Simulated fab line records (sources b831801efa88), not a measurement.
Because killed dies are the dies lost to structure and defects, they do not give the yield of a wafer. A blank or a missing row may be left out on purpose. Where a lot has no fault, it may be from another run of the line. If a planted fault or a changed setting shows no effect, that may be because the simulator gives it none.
A struck lot beside a sound one || flow sky130 || 43 out of 708 route steps
Sound: these wafers, L827.2, L827.3, L827.5. Struck: wafer L839.4. (L839.1, L839.6 of the same lot were not struck and are left out.) The cause comes at the end.
Order at every step that has rows: each side's tool, ch and its chambers, its first start. Under that, the readings that differ: sound wafers || struck wafers || difference of the means || sigmas: that difference in standard deviations of wafers without a fault.
alike: a reading whose means differ by less than 2 such deviations, as well as words and numbers matching on both sides. not compared: withheld readings; readings where some wafer has no value; bounds like >300 that might hide an equal value; numbers whose values overlap and for which the record gives no deviation.
A row with sigmas, a row that says differs or no value, or rows on one side alone: a step with any of these is where the two part. Numbers that have no deviation but don't overlap get no sigmas and don't part them. A reading that every wafer of one side lacks parts them only if that side has two wafers or more.

first, 1 step without rows for these wafers: SKY_VIA2_ETCH_14 (etches BARC in N2/H2, stops on SiO2, time 45.9 s, target depth 60 nm).
SKY_VIA2_ETCH_15: etches SiO2 in C4F8/O2/Ar, stops on TiN, target depth 546 nm, time 84 s.
  sound on rie_diel-04 ch 0,2,3, day 37 18:35; struck on rie_diel-02 ch 0, day 41 13:38
  alike: oes_product_au, rf_fwd_power_W
  not compared: rf_hours_counter_h
then, 5 steps without rows for these wafers: SKY_VIA2_STRIP_16 (strips in O2/N2); SKY_VIA2_STRIP_17 (strips in post etch residue remover, time 1200 s); SKY_VIA2_CLEAN_18 (cleans in IPA, time 180 s); SKY_VIA2_CLEAN_19 (cleans in O3/DIW); SKY_VIA2_SPUTTER_20 (material TiN, target thk 20 nm, time 80 s).
SKY_VIA2_CVD_21: deposits W, target thk 420 nm, time 126.4 s.
  sound on cvd_w-01 ch 0,1, day 37 19:18; struck on cvd_w-01 ch 0, day 41 14:23
  alike: heater_power_w
SKY_VIA2_RS_MEAS_22: measurement is done with a four-point probe.
  struck on film_metro-02, day 41 14:31; sound on film_metro-01, day 37 19:27
  alike: VIA2_W_RS
SKY_VIA2_THK_MEAS_23: measures by xrf.
  struck on film_metro-02, day 41 14:38; sound on film_metro-01, day 37 19:34
  alike: VIA2_W_THK
then, 1 step without rows for these wafers: SKY_VIA2_CMP_24 (polishes, stops on SiO2, t overpolish 20 s, target thk 0 nm).
SKY_METAL3_SPUTTER_00: material Ti, target thk 15 nm, time 10 s.
  struck on pvd_sputter-01, day 41 14:59; sound on pvd_sputter-02, day 37 19:55
  alike: throttle_valve_pct
SKY_METAL3_SPUTTER_01: material TiN, target thk 20 nm, time 16.7 s.
  struck on pvd_sputter-01, day 41 15:01; sound on pvd_sputter-02, day 37 19:56
  alike: throttle_valve_pct
then, 4 steps without rows for these wafers: SKY_METAL3_SPUTTER_02 (material AlCu, target thk 735 nm, time 39.1 s); SKY_METAL3_SPUTTER_03 (material Ti, target thk 5 nm, time 3.3 s); SKY_METAL3_SPUTTER_04 (material TiN, target thk 70 nm, time 58.3 s); SKY_CAPM_CVD_00 (deposits SiO2, target thk 15.5 nm).
SKY_CAPM_THK_MEAS_01:
  struck on film_metro-01, day 41 15:10; sound on film_metro-01, day 37 20:06
  alike: CAPM_CVD_00_THK
SKY_CAPM_SPUTTER_02: material TiN, target thk 200 nm, time 166.7 s.
  struck on pvd_sputter-03, day 41 15:14; sound on pvd_sputter-03, day 37 20:09
  alike: throttle_valve_pct
SKY_CAPM_RS_MEAS_03: measurement is done with a four-point probe.
  struck on film_metro-01, day 41 15:20; sound on film_metro-04, day 37 20:17
{"reading": "CAPM_TIN_RS (ohm/sq)", "sound": "6.90 6.83 6.90", "struck": 7.02, "difference": "+0.14", "sigmas": "+2"}
SKY_CAPM_THK_MEAS_04: measures by xrf.
  struck on film_metro-01, day 41 15:27; sound on film_metro-04, day 37 20:23
{"reading": "CAPM_TIN_THK (nm)", "sound": "201.2 202.4 201.2", "struck": 196.6, "difference": -5.0, "sigmas": -3}
then, 7 steps without rows for these wafers: SKY_CAPM_DEHYDRATE_05 (time 60 s); SKY_CAPM_HMDS_06 (prime time 60 s); SKY_CAPM_COAT_07 (resist thk 1140 nm); SKY_CAPM_SOFTBAKE_08 (time 60 s); SKY_CAPM_EXPOSE_09 (exposes mask CAPM, target cd 1000 nm); SKY_CAPM_PEB_10; SKY_CAPM_DEVELOP_11 (develop time 60 s).
SKY_CAPM_OVL_MEAS_12:
  struck on overlay-01, day 42 14:22; sound on overlay-01, day 38 21:28
  alike: CAPM_OVL
SKY_CAPM_METAL_ETCH_13: etches TiN in Cl2/BCl3, stops on SiO2, target depth 220 nm, time 62.9 s.
  sound on rie_metal-03 ch 0,1, day 38 21:29; struck on rie_metal-01 ch 1, day 42 14:24
{"reading": "drypump_motor_current_A (A)", "sound": "5.6 6.2 6.2", "struck": 4.9, "difference": -1.1, "sigmas": -2}
  alike: oes_product_au, rf_fwd_power_W, throttle_valve_pct
  not compared: rf_hours_counter_h
then, 12 steps without rows for these wafers: SKY_CAPM_STRIP_14 (strips in O2/N2); SKY_CAPM_STRIP_15 (strips in post etch residue remover, time 1200 s); SKY_CAPM_CLEAN_16 (cleans in IPA, time 180 s); SKY_CAPM_CLEAN_17 (cleans in O3/DIW); SKY_METAL3_DEHYDRATE_05 (time 60 s); SKY_METAL3_HMDS_06 (prime time 60 s); SKY_METAL3_COAT_07 (resist thk 60 nm); SKY_METAL3_COAT_08 (resist thk 1140 nm); SKY_METAL3_SOFTBAKE_09 (time 90 s); SKY_METAL3_EXPOSE_10 (exposes mask MM3, target cd 300 nm); SKY_METAL3_PEB_11; SKY_METAL3_DEVELOP_12 (develop time 60 s).
-- the record jumps here: 7 days lie between the struck wafers' starts before and after (it left off in module METAL3 and takes up again in module PAD_OPEN, whose first step shown is number 708 of the route) --
SKY_PAD_OPEN_PROBE_99:
  struck on prober-02, day 49 20:59; sound on prober-02, day 47 01:07
{"reading": "hold", "sound": "- - -", "struck": "await_dispo/4.7h/release", "difference": "no value on the sound wafers", "sigmas": ""}
{"reading": "defect_limited_yield (%)", "sound": "84.3 81.5 80.9", "struck": 75.4, "difference": -6.8, "sigmas": -4}
{"reading": "killed_at_M0_to_M3", "sound": "36 46 41", "struck": 91, "difference": "+50", "sigmas": "+7"}
{"reading": "killed_dies", "sound": "77 91 94", "struck": 121, "difference": "+34", "sigmas": "+4"}
{"reading": "sort_bin_3_pad_short (%)", "sound": "1.0 1.2 0.8", "struck": 5.3, "difference": "+4.3", "sigmas": "+11"}
{"reading": "sort_bin_5_function (%)", "sound": "8.1 10.4 11.8", "struck": 14.0, "difference": "+3.9", "sigmas": "+2"}
{"reading": "sort_n_pass", "sound": "415 401 398", "struck": 371, "difference": -34, "sigmas": -4}
{"reading": "sort_yield_pct (%)", "sound": "84.3 81.5 80.9", "struck": 75.4, "difference": -6.8, "sigmas": -4}
{"reading": "model.etest.tester.sort_n_pass", "sound": "415 401 398", "struck": 371, "difference": -34, "sigmas": ""}
{"reading": "model.etest.tester.sort_yield_pct (%)", "sound": "84.35 81.5 80.89", "struck": 75.41, "difference": -6.84, "sigmas": ""}
{"reading": "model.etest.tester.sort_bin_5_pct (%)", "sound": "8.13 10.37 11.79", "struck": 14.02, "difference": "+3.92", "sigmas": ""}
{"reading": "model.etest.tester.sort_bin_3_pct (%)", "sound": "1.016 1.22 0.813", "struck": 5.285, "difference": "+4.269", "sigmas": ""}
  alike: killed_at_M4_up, killed_at_contacts, killed_at_front_end, killed_at_other, killed_on_rim, killed_open, killed_short, sort_bin_6_memory

## WHERE THEY PART
Last at SKY_PAD_OPEN_PROBE_99 as far as this record goes, first at SKY_CAPM_RS_MEAS_03.

WHY: whatever the simulator had introduced
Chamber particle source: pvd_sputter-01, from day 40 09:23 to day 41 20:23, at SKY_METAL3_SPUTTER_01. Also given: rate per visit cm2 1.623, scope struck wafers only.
